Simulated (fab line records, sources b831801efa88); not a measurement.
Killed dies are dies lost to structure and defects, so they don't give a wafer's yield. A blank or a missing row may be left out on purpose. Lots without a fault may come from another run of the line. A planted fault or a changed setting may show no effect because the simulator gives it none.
fab line records | flow sky130
record lots=14 wafers=42 last_day=50
route steps=708 shown FIELD_ISO@5 PWDE@55 PAD_OPEN@708
lots that met no fault: from a run of the same line without faults
start_h: hours from the record's first day to the start of the lot's first wafer shown | wait_h: hours since the lot's step before | " the same as in the row above | L1.1+2: a row that stands for several wafers | - no value, or no start given | * or withheld: withheld | < > ~ a bound
route shown NAME@n: a module of which the file shows steps, and the number in the route of the first | usual: mean/standard deviation of fault-free wafers | same: alike in all rows | chamber/n: place in a boat | sites: the reading at each site | _std_site: their standard deviation | _edge_site: outer sites' mean less inner sites' | radius_mm: how far each site lies from the wafer's centre | mask NAME#n: copy n | behind: the tool/chamber that last shaped the wafer | hold: why the lot was held/for how many hours/how that ended | device: the transistor (n, p or np) that didn't switch | end of line: the same wafers' tests at the end of the route | a step without rows: its recipe alone | killed: dies lost to structure and defects at the first sort, not the wafer's yield | map: a wafer's dies, x killed, . not, _ none there
set.NAME: the setting as run; set.NAME@STEP: as run at that earlier step | model.NAME: the simulator's own value behind a step, which no gauge read
steps of the route over a sample of lots; a table a step, a row a wafer
services: from which hour (start_h, from the record's first day; less than 0 if before it) a tool's chamber was out of use, for how many hours, and why
## steps
# step SKY_FIELD_ISO_THK_MEAS_04
# recipe reads=Si3N4_of_FIELD_ISO_CVD_03
# usual FIELD_ISO_CVD_03_THK=165.0/1.5
# columns lot.wafer tool chamber start_h wait_h FIELD_ISO_CVD_03_THK[nm]
L411.1 film_metro-01 - 16.04 0.0 166.4
L411.4 " - " " 166.4
L411.6 " - " " 168.0
L412.2 film_metro-04 - 18.92 0.0 167.2
L412.4 " - " " 167.0
L412.5 " - " " 167.2
L415.2 film_metro-04 - 35.41 0.0 166.2
L415.4 " - " " 165.4
L415.5 " - " " 165.2
L417.2 film_metro-02 - 50.74 0.0 162.2
L417.3 " - " " 161.8
L417.5 " - " " 162.9
L419.1 film_metro-04 - 54.80 0.0 166.2
L419.3 " - " " 166.3
L419.6 " - " " 165.0
L421.1 film_metro-02 - 65.38 0.0 163.3
L421.2 " - " " 164.2
L421.4 " - " " 163.5
L423.2 film_metro-02 - 74.35 0.0 166.5
L423.5 " - " " 165.9
L423.6 " - " " 165.2
L426.1 film_metro-02 - 89.79 0.0 165.4
L426.3 " - " " 166.5
L426.5 " - " " 165.8
L427.2 film_metro-01 - 95.79 0.0 164.5
L427.3 " - " " 163.5
L427.5 " - " " 162.1
L428.3 film_metro-02 - 99.84 0.0 165.2
L428.4 " - " " 164.6
L428.6 " - " " 166.9
L429.1 film_metro-01 - 104.17 0.0 164.9
L429.2 " - " " 165.5
L429.3 " - " " 164.5
L432.1 film_metro-04 - 118.83 0.0 164.6
L432.5 " - " " 165.8
L432.6 " - " " 164.7
L433.2 film_metro-02 - 123.70 0.0 164.6
L433.4 " - " " 165.5
L433.6 " - " " 165.3
L434.3 film_metro-02 - 132.21 0.0 163.5
L434.5 " - " " 164.9
L434.6 " - " " 163.7
# step SKY_FIELD_ISO_WET_ETCH_18
# recipe chemistry=H3PO4 target_depth_nm=25 temp_c=160 target=Si3N4 time_s=286
# usual run_length_s=313.2/3
# columns lot.wafer tool chamber start_h wait_h run_length_s
L411.1 wet_bench-03 1 30.80 0.0 318.7
L411.4 " 1 " " 318.7
L411.6 " 1 " " 318.7
L412.2 wet_bench-04 3 34.30 0.0 312.5
L412.4 " 3 " " 312.5
L412.5 " 3 " " 312.5
L415.2 wet_bench-01 0 50.32 0.0 312.4
L415.4 " 0 " " 312.4
L415.5 " 0 " " 312.4
L417.2 wet_bench-04 0 67.07 0.0 312.6
L417.3 " 0 " " 312.6
L417.5 " 0 " " 312.6
L419.1 wet_bench-04 0 71.52 0.0 312.5
L419.3 " 0 " " 312.5
L419.6 " 0 " " 312.5
L421.1 wet_bench-03 0 82.72 0.0 312.2
L421.2 " 0 " " 312.2
L421.4 " 0 " " 312.2
L423.2 wet_bench-01 3 91.87 0.0 320.5
L423.5 " 3 " " 320.5
L423.6 " 3 " " 320.5
L426.1 wet_bench-01 0 107.32 0.0 59.2
L426.3 " 0 " " 59.2
L426.5 " 0 " " 59.2
L427.2 wet_bench-03 1 113.78 0.0 311.4
L427.3 " 1 " " 311.4
L427.5 " 1 " " 311.4
L428.3 wet_bench-01 1 118.60 0.0 57.0
L428.4 " 1 " " 57.0
L428.6 " 1 " " 57.0
L429.1 wet_bench-03 3 122.78 0.0 311.5
L429.2 " 3 " " 311.5
L429.3 " 3 " " 311.5
L432.1 wet_bench-04 1 138.90 0.0 318.8
L432.5 " 1 " " 318.8
L432.6 " 1 " " 318.8
L433.2 wet_bench-03 0 142.85 0.0 312.3
L433.4 " 0 " " 312.3
L433.6 " 0 " " 312.3
L434.3 wet_bench-03 3 151.67 0.0 311.3
L434.5 " 3 " " 311.3
L434.6 " 3 " " 311.3
# step SKY_FIELD_ISO_THK_MEAS_23
# recipe reads=SiO2_of_FIELD_ISO_OXIDATION_22
# usual FIELD_ISO_OXIDATION_01_THK=9.90/0.19
# columns lot.wafer tool chamber start_h wait_h FIELD_ISO_OXIDATION_01_THK[nm]
L411.1 film_metro-02 - 34.73 0.0 9.95
L411.4 " - " " 9.89
L411.6 " - " " 9.94
L412.2 film_metro-01 - 37.32 0.0 9.93
L412.4 " - " " 9.87
L412.5 " - " " 10.01
L415.2 film_metro-02 - 52.89 0.0 9.97
L415.4 " - " " 10.06
L415.5 " - " " 9.89
L417.2 film_metro-02 - 69.23 0.0 10.14
L417.3 " - " " 10.04
L417.5 " - " " 10.05
L419.1 film_metro-04 - 73.31 0.0 10.28
L419.3 " - " " 10.17
L419.6 " - " " 10.04
L421.1 film_metro-04 - 84.77 0.0 9.89
L421.2 " - " " 9.72
L421.4 " - " " 9.58
L423.2 film_metro-04 - 94.54 0.0 9.57
L423.5 " - " " 9.67
L423.6 " - " " 9.71
L426.1 film_metro-02 - 110.11 0.0 10.22
L426.3 " - " " 10.23
L426.5 " - " " 10.09
L427.2 film_metro-04 - 115.72 0.0 10.07
L427.3 " - " " 9.80
L427.5 " - " " 9.85
L428.3 film_metro-02 - 120.93 0.0 9.52
L428.4 " - " " 9.80
L428.6 " - " " 9.76
L429.1 film_metro-02 - 124.23 0.0 9.43
L429.2 " - " " 9.52
L429.3 " - " " 9.45
L432.1 film_metro-02 - 140.52 0.0 10.06
L432.5 " - " " 10.12
L432.6 " - " " 10.12
L433.2 film_metro-04 - 147.38 0.0 10.15
L433.4 " - " " 10.15
L433.6 " - " " 9.95
L434.3 film_metro-02 - 154.48 0.0 10.00
L434.5 " - " " 10.00
L434.6 " - " " 10.01
# step SKY_PWDE_TW_MEAS_10
# usual PWDE_TW=374/3.2
# columns lot.wafer tool chamber start_h wait_h PWDE_TW
L411.1 film_metro-03 - 78.97 0.1 371
L411.4 " - " " 372
L411.6 " - " " 372
L412.2 film_metro-01 - 79.74 0.1 371
L412.4 " - " " 373
L412.5 " - " " 374
L415.2 film_metro-03 - 93.34 0.1 369
L415.4 " - " " 370
L415.5 " - " " 373
L417.2 film_metro-03 - 109.29 0.1 372
L417.3 " - " " 374
L417.5 " - " " 373
L419.1 film_metro-04 - 113.92 0.1 377
L419.3 " - " " 379
L419.6 " - " " 378
L421.1 film_metro-03 - 125.98 0.1 368
L421.2 " - " " 369
L421.4 " - " " 368
L423.2 film_metro-01 - 138.34 0.1 373
L423.5 " - " " 372
L423.6 " - " " 374
L426.1 film_metro-03 - 154.78 0.1 372
L426.3 " - " " 372
L426.5 " - " " 371
L427.2 film_metro-03 - 160.43 0.1 373
L427.3 " - " " 374
L427.5 " - " " 372
L428.3 film_metro-04 - 164.89 0.1 375
L428.4 " - " " 377
L428.6 " - " " 375
L429.1 film_metro-01 - 168.83 0.1 372
L429.2 " - " " 371
L429.3 " - " " 373
L432.1 film_metro-01 - 191.23 0.1 375
L432.5 " - " " 375
L432.6 " - " " 371
L433.2 film_metro-01 - 194.59 0.1 370
L433.4 " - " " 371
L433.6 " - " " 370
L434.3 film_metro-01 - 201.68 0.1 371
L434.5 " - " " 373
L434.6 " - " " 372
# step SKY_PAD_OPEN_PROBE_99
# usual defect_limited_yield=82.5/2.1 killed_at_M0_to_M3=44/7.3 killed_at_M4_up=3.4/1.8 killed_at_contacts=24/5.8 killed_at_front_end=15/4.9 killed_at_other=0.4/0.63 killed_dies=86/11 killed_open=47/8 killed_short=39/6.5 sort_bin_3_pad_short=0.9/0.38 sort_bin_5_function=10.4/1.6 sort_bin_6_memory=6.2/1.2 sort_n_pass=406/11 sort_yield_pct=82.5/2.1
# same gross_dies=492 killed_at_back_side=0 sort_bin_4_leakage[%]=0 sort_bin_8_speed[%]=0
# columns lot.wafer tool chamber start_h wait_h defect_limited_yield[%] killed_at_M0_to_M3 killed_at_M4_up killed_at_contacts killed_at_front_end killed_at_other killed_dies killed_open killed_short sort_bin_3_pad_short[%] sort_bin_5_function[%] sort_bin_6_memory[%] sort_n_pass sort_yield_pct[%]
L411.1 prober-01 - 1084.31 0.1 80.9 50 2 29 11 2 94 55 39 0.4 12.6 6.1 398 80.9
L411.4 prober-01 - 1084.46 0.2 83.7 50 4 16 10 0 80 48 31 0.4 9.6 6.3 412 83.7
L411.6 prober-01 - 1084.56 0.2 77.8 42 7 33 27 0 109 59 50 1.0 14.0 7.1 383 77.8
L412.2 prober-02 - 1089.22 0.1 81.1 36 3 31 23 0 93 52 41 1.8 10.8 6.3 399 81.1
L412.4 prober-02 - 1089.32 0.2 81.3 57 6 18 11 0 92 52 40 1.6 11.6 5.5 400 81.3
L412.5 prober-02 - 1089.37 0.2 85.6 45 3 10 13 0 71 37 34 0.2 9.1 5.1 421 85.6
L415.2 prober-01 - 1109.00 0.1 81.9 45 2 17 24 1 89 54 35 1.2 10.8 6.1 403 81.9
L415.4 prober-01 - 1109.10 0.2 83.9 47 2 23 7 0 79 45 34 0.6 10.6 4.9 413 83.9
L415.5 prober-01 - 1109.15 0.2 82.1 53 2 21 12 0 88 45 43 0.6 10.4 6.9 404 82.1
L417.2 prober-02 - 1120.96 0.1 83.3 40 2 24 16 0 82 53 29 1.0 10.0 5.7 410 83.3
L417.3 prober-02 - 1121.01 0.2 84.6 45 6 20 5 0 76 47 29 0.8 10.0 4.7 416 84.6
L417.5 prober-02 - 1121.11 0.2 84.3 39 4 20 14 0 77 54 22 0.2 7.9 7.5 415 84.3
L419.1 prober-01 - 1127.17 0.1 83.1 45 2 25 10 1 83 40 43 0.8 10.6 5.5 409 83.1
L419.3 prober-01 - 1127.27 0.2 85.0 46 2 14 11 1 74 45 29 1.0 9.1 4.9 418 85.0
L419.6 prober-01 - 1127.42 0.2 80.1 51 2 31 14 0 98 59 39 1.2 9.3 9.3 394 80.1
L421.1 prober-01 - 1142.09 0.1 85.8 33 5 22 10 0 70 41 28 1.2 8.5 4.5 422 85.8
L421.2 prober-01 - 1142.14 0.1 82.5 36 6 24 20 0 86 58 27 0.8 8.7 7.9 406 82.5
L421.4 prober-01 - 1142.24 0.2 81.3 45 5 19 23 0 92 45 46 1.0 12.8 4.9 400 81.3
L423.2 prober-01 - 1150.50 0.1 85.4 37 3 21 11 0 72 36 35 0.6 10.2 3.9 420 85.4
L423.5 prober-01 - 1150.65 0.2 85.2 37 3 21 11 1 73 38 35 0.6 7.9 6.3 419 85.2
L423.6 prober-01 - 1150.70 0.2 85.0 45 2 11 16 0 74 42 32 0.6 8.9 5.5 418 85.0
L427.2 prober-02 - 1173.03 0.1 81.3 46 0 22 23 1 92 55 37 1.0 11.0 6.7 400 81.3
L427.3 prober-02 - 1173.08 0.2 78.7 52 2 29 22 0 105 69 36 1.0 13.0 7.3 387 78.7
L427.5 prober-02 - 1173.18 0.2 80.1 48 6 29 14 1 98 54 43 0.8 11.4 7.7 394 80.1
L429.1 prober-01 - 1177.35 0.1 81.1 50 5 24 13 1 93 54 39 0.6 11.6 6.7 399 81.1
L429.2 prober-01 - 1177.40 0.1 83.5 40 2 24 15 0 81 46 35 0.6 9.8 6.1 411 83.5
L429.3 prober-01 - 1177.45 0.2 79.5 54 2 25 20 0 101 61 40 1.2 13.2 6.1 391 79.5
L432.1 prober-02 - 1191.40 0.1 75.4 62 3 32 23 1 121 73 48 1.2 16.7 6.7 371 75.4
L432.5 prober-02 - 1191.60 0.2 81.3 53 4 24 11 0 92 45 47 1.0 11.2 6.5 400 81.3
L432.6 prober-02 - 1191.65 0.2 82.3 46 3 21 17 0 87 44 43 1.8 10.0 5.9 405 82.3
L433.2 prober-01 - 1197.49 0.1 80.3 57 4 23 13 0 97 50 47 1.2 11.2 7.3 395 80.3
L433.4 prober-01 - 1197.59 0.2 84.8 45 2 25 3 0 75 31 44 0.8 8.5 5.9 417 84.8
L433.6 prober-01 - 1197.69 0.2 81.1 46 3 29 15 0 93 48 45 1.2 10.8 6.9 399 81.1
L434.3 prober-01 - 1200.66 0.2 84.1 33 4 31 10 0 78 45 33 1.0 9.6 5.3 414 84.1
L434.5 prober-01 - 1200.76 0.2 84.1 33 5 29 10 1 78 41 37 0.8 9.8 5.3 414 84.1
L434.6 prober-01 - 1200.81 0.2 79.9 42 5 33 19 0 99 52 47 1.2 12.6 6.3 393 79.9
# killed by level:class
L411.1 VIA1:geometric_particle:open=12 LI_CONTACT:geometric_particle:open=10 VIA3:geometric_particle:open=10 POLY_GATE:geometric_particle:open=6 VIA1:geometric_particle:short=6 VIA2:geometric_particle:open=6 LOCAL_INTERCONNECT:geometric_particle:short=5 CONTACT:geometric_particle:short=5
L411.4 VIA1:geometric_particle:open=16 CONTACT:geometric_particle:open=6 METAL1:geometric_particle:short=6 METAL2:geometric_particle:short=6 VIA2:geometric_particle:open=6 POLY_GATE:geometric_particle:open=5 LI_CONTACT:geometric_particle:open=5 VIA3:geometric_particle:open=5
L411.6 LI_CONTACT:geometric_particle:open=11 CONTACT:geometric_particle:open=10 VIA1:geometric_particle:open=8 METAL2:geometric_particle:short=7 VIA3:geometric_particle:open=7 POLY_GATE:geometric_particle:short=6 LOCAL_INTERCONNECT:geometric_particle:short=6 FIELD_ISO:geometric_particle:short=5
L412.2 CONTACT:geometric_particle:open=10 VIA1:geometric_particle:open=10 VIA3:geometric_particle:open=8 LI_CONTACT:geometric_particle:open=6 LOCAL_INTERCONNECT:geometric_particle:short=6 FIELD_ISO:geometric_particle:open=5 FIELD_ISO:geometric_particle:short=5 CONTACT:geometric_particle:short=5
L412.4 VIA3:geometric_particle:open=11 CONTACT:geometric_particle:open=10 VIA1:geometric_particle:open=10 METAL1:geometric_particle:short=7 VIA2:geometric_particle:open=6 METAL4:geometric_particle:short=5 VIA1:geometric_particle:short=5 VIA2:geometric_particle:short=5
L412.5 VIA1:geometric_particle:open=10 METAL1:geometric_particle:short=8 CONTACT:geometric_particle:short=5 CONTACT:geometric_particle:open=5 VIA2:geometric_particle:open=5 VIA3:geometric_particle:open=5 POLY_GATE:geometric_particle:open=4 VIA1:geometric_particle:short=4
L415.2 VIA3:geometric_particle:open=11 VIA1:geometric_particle:open=10 VIA2:geometric_particle:open=10 POLY_GATE:geometric_particle:short=6 FIELD_ISO:geometric_particle:open=5 POLY_GATE:geometric_particle:open=5 LI_CONTACT:geometric_particle:open=5 FIELD_ISO:geometric_particle:short=4
L415.4 VIA1:geometric_particle:open=10 VIA3:geometric_particle:open=10 LI_CONTACT:geometric_particle:open=8 VIA3:geometric_particle:short=7 CONTACT:geometric_particle:open=6 VIA1:geometric_particle:short=6 METAL2:geometric_particle:short=4 METAL1:geometric_particle:short=4
L415.5 VIA1:geometric_particle:open=12 CONTACT:geometric_particle:open=8 METAL2:geometric_particle:short=6 VIA3:geometric_particle:short=6 LI_CONTACT:geometric_particle:open=5 CONTACT:geometric_particle:short=5 METAL1:geometric_particle:short=5 VIA1:geometric_particle:short=5
L417.2 VIA1:geometric_particle:open=12 LI_CONTACT:geometric_particle:open=10 CONTACT:geometric_particle:open=8 VIA3:geometric_particle:open=7 METAL1:geometric_particle:short=4 VIA2:geometric_particle:open=4 FIELD_ISO:geometric_particle:short=3 POLY_GATE:geometric_particle:short=3
L417.3 VIA2:geometric_particle:open=9 VIA3:geometric_particle:open=9 LI_CONTACT:geometric_particle:open=7 VIA1:geometric_particle:open=7 CONTACT:geometric_particle:open=6 METAL1:geometric_particle:short=4 VIA2:geometric_particle:short=4 LOCAL_INTERCONNECT:geometric_particle:short=3
L417.5 CONTACT:geometric_particle:open=12 VIA3:geometric_particle:open=11 VIA2:geometric_particle:open=9 FIELD_ISO:geometric_particle:open=5 LI_CONTACT:geometric_particle:open=5 METAL1:geometric_particle:short=5 VIA1:geometric_particle:open=5 METAL1:geometric_particle:open=3
L419.1 CONTACT:geometric_particle:open=9 VIA2:geometric_particle:open=6 VIA1:geometric_particle:short=6 VIA1:geometric_particle:open=6 METAL2:geometric_particle:short=6 LI_CONTACT:geometric_particle:open=5 VIA3:geometric_particle:short=5 VIA3:geometric_particle:open=5
L419.3 VIA3:geometric_particle:open=13 VIA2:geometric_particle:open=8 VIA1:geometric_particle:open=7 CONTACT:geometric_particle:open=6 FIELD_ISO:geometric_particle:short=5 METAL1:geometric_particle:short=5 LI_CONTACT:geometric_particle:open=3 METAL2:geometric_particle:short=3
L419.6 CONTACT:geometric_particle:open=16 VIA3:geometric_particle:open=12 VIA1:geometric_particle:open=8 LI_CONTACT:geometric_particle:open=7 VIA1:geometric_particle:short=7 VIA2:geometric_particle:open=6 POLY_GATE:geometric_particle:short=5 CONTACT:geometric_particle:short=4
L421.1 CONTACT:geometric_particle:open=9 VIA3:geometric_particle:open=6 VIA1:geometric_particle:open=6 LI_CONTACT:geometric_particle:open=5 VIA2:geometric_particle:open=5 METAL4:geometric_particle:short=5 METAL3:geometric_particle:short=4 LOCAL_INTERCONNECT:geometric_particle:short=4
L421.2 VIA1:geometric_particle:open=12 LI_CONTACT:geometric_particle:open=10 VIA2:geometric_particle:open=9 CONTACT:geometric_particle:open=6 POLY_GATE:geometric_particle:open=5 POLY_CUT:geometric_particle:short=4 CONTACT:geometric_particle:short=4 FIELD_ISO:geometric_particle:short=3
L421.4 VIA3:geometric_particle:open=10 VIA2:geometric_particle:short=7 FIELD_ISO:geometric_particle:open=6 CONTACT:geometric_particle:open=6 VIA1:geometric_particle:short=6 VIA2:geometric_particle:open=6 METAL4:geometric_particle:short=5 POLY_GATE:geometric_particle:open=5
L423.2 VIA1:geometric_particle:open=8 CONTACT:geometric_particle:open=6 VIA1:geometric_particle:short=6 VIA2:geometric_particle:open=6 LI_CONTACT:geometric_particle:open=5 METAL1:geometric_particle:short=5 POLY_GATE:geometric_particle:open=4 CONTACT:geometric_particle:short=4
L423.5 CONTACT:geometric_particle:open=9 VIA2:geometric_particle:open=9 LI_CONTACT:geometric_particle:open=7 VIA1:geometric_particle:short=7 POLY_GATE:geometric_particle:short=5 VIA1:geometric_particle:open=4 LI_CONTACT:geometric_particle:short=3 METAL1:geometric_particle:short=3
L423.6 VIA1:geometric_particle:open=10 VIA2:geometric_particle:open=9 VIA1:geometric_particle:short=7 VIA3:geometric_particle:open=6 CONTACT:geometric_particle:open=4 METAL2:geometric_particle:short=4 METAL3:geometric_particle:short=4 FIELD_ISO:geometric_particle:open=3
L427.2 VIA1:geometric_particle:open=11 LI_CONTACT:geometric_particle:open=9 VIA2:geometric_particle:open=9 POLY_GATE:geometric_particle:open=7 METAL2:geometric_particle:short=6 FIELD_ISO:geometric_particle:short=5 FIELD_ISO:geometric_particle:open=5 LI_CONTACT:geometric_particle:short=5
L427.3 VIA1:geometric_particle:open=15 VIA2:geometric_particle:open=11 CONTACT:geometric_particle:open=11 VIA3:geometric_particle:open=8 POLY_GATE:geometric_particle:open=7 LI_CONTACT:geometric_particle:open=7 METAL2:geometric_particle:short=7 FIELD_ISO:geometric_particle:open=6
L427.5 LI_CONTACT:geometric_particle:open=12 VIA1:geometric_particle:open=11 VIA2:geometric_particle:open=10 CONTACT:geometric_particle:open=7 METAL2:geometric_particle:short=7 VIA2:geometric_particle:short=5 METAL4:geometric_particle:short=5 FIELD_ISO:geometric_particle:short=4
L429.1 VIA1:geometric_particle:open=12 CONTACT:geometric_particle:open=10 VIA2:geometric_particle:open=10 FIELD_ISO:geometric_particle:short=6 LI_CONTACT:geometric_particle:open=6 METAL1:geometric_particle:short=6 METAL1:geometric_particle:open=5 METAL4:geometric_particle:short=5
L429.2 CONTACT:geometric_particle:open=11 VIA2:geometric_particle:open=10 VIA1:geometric_particle:open=7 LI_CONTACT:geometric_particle:open=6 METAL2:geometric_particle:short=6 FIELD_ISO:geometric_particle:short=4 LI_CONTACT:geometric_particle:short=4 METAL1:geometric_particle:short=4
L429.3 CONTACT:geometric_particle:open=12 VIA1:geometric_particle:open=12 VIA3:geometric_particle:open=9 METAL1:geometric_particle:short=8 VIA1:geometric_particle:short=7 VIA2:geometric_particle:open=7 POLY_GATE:geometric_particle:short=6 LI_CONTACT:geometric_particle:open=6
L432.1 VIA1:geometric_particle:open=18 CONTACT:geometric_particle:open=11 VIA3:geometric_particle:open=11 FIELD_ISO:geometric_particle:short=8 LI_CONTACT:geometric_particle:open=8 VIA1:geometric_particle:short=6 METAL2:geometric_particle:short=6 FIELD_ISO:geometric_particle:open=5
L432.5 VIA1:geometric_particle:open=15 CONTACT:geometric_particle:open=9 VIA2:geometric_particle:short=8 VIA1:geometric_particle:short=6 METAL2:geometric_particle:short=6 LOCAL_INTERCONNECT:geometric_particle:short=5 VIA2:geometric_particle:open=5 FIELD_ISO:geometric_particle:short=4
L432.6 CONTACT:geometric_particle:short=8 VIA2:geometric_particle:open=8 LI_CONTACT:geometric_particle:open=7 FIELD_ISO:geometric_particle:open=6 METAL1:geometric_particle:short=6 POLY_GATE:geometric_particle:open=5 VIA1:geometric_particle:short=5 VIA1:geometric_particle:open=5
L433.2 VIA1:geometric_particle:open=12 CONTACT:geometric_particle:open=8 METAL1:geometric_particle:short=8 VIA1:geometric_particle:short=8 VIA3:geometric_particle:open=7 POLY_GATE:geometric_particle:short=5 LI_CONTACT:geometric_particle:open=5 LOCAL_INTERCONNECT:geometric_particle:short=5
L433.4 METAL2:geometric_particle:short=11 VIA1:geometric_particle:open=9 CONTACT:geometric_particle:short=9 CONTACT:geometric_particle:open=7 METAL1:geometric_particle:short=5 VIA3:geometric_particle:open=5 VIA1:geometric_particle:short=5 LOCAL_INTERCONNECT:geometric_particle:short=4
L433.6 VIA1:geometric_particle:open=11 CONTACT:geometric_particle:open=9 METAL2:geometric_particle:short=9 LOCAL_INTERCONNECT:geometric_particle:short=8 CONTACT:geometric_particle:short=8 VIA2:geometric_particle:open=8 POLY_GATE:geometric_particle:open=6 VIA3:geometric_particle:open=5
L434.3 LI_CONTACT:geometric_particle:open=11 CONTACT:geometric_particle:open=6 VIA1:geometric_particle:open=6 LOCAL_INTERCONNECT:geometric_particle:short=5 METAL3:geometric_particle:short=5 VIA2:geometric_particle:open=5 VIA3:geometric_particle:open=5 FIELD_ISO:geometric_particle:open=4
L434.5 CONTACT:geometric_particle:open=12 VIA1:geometric_particle:open=7 VIA3:geometric_particle:open=7 LOCAL_INTERCONNECT:geometric_particle:short=6 CONTACT:geometric_particle:short=5 FIELD_ISO:geometric_particle:short=4 METAL1:geometric_particle:short=4 LI_CONTACT:geometric_particle:open=3
L434.6 CONTACT:geometric_particle:open=9 LI_CONTACT:geometric_particle:open=8 VIA1:geometric_particle:open=8 LOCAL_INTERCONNECT:geometric_particle:short=7 METAL1:geometric_particle:short=7 VIA1:geometric_particle:short=6 METAL2:geometric_particle:short=6 CONTACT:geometric_particle:short=5
## services
# columns tool chamber start_h hours kind
wet_bench-03 - 124.51 8.4 repair
## key
first_sign step=SKY_FIELD_ISO_WET_ETCH_18 reading=run_length_s direction=down sigmas=86 usual=* struck=*
effect none on later readings
met_at SKY_FIELD_ISO_WET_ETCH_18
struck_lots L426,L428
rows_end L426.1,L426.3,L426.5,L428.3,L428.4,L428.6
not_acting_at SKY_FIELD_ISO_THK_MEAS_04,SKY_FIELD_ISO_THK_MEAS_23,SKY_PWDE_TW_MEAS_10
onset_between 91.87 107.32
fault kind=process_parameter_drift tool=wet_bench-01 chamber=- onset_h=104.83 steps=SKY_FIELD_ISO_WET_ETCH_18 channel=time_s offset=* shape=step end_h=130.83 acts_in=* stated=*
# rows_end: these wafers met a further fault down the route, and their rows from its step on are left out
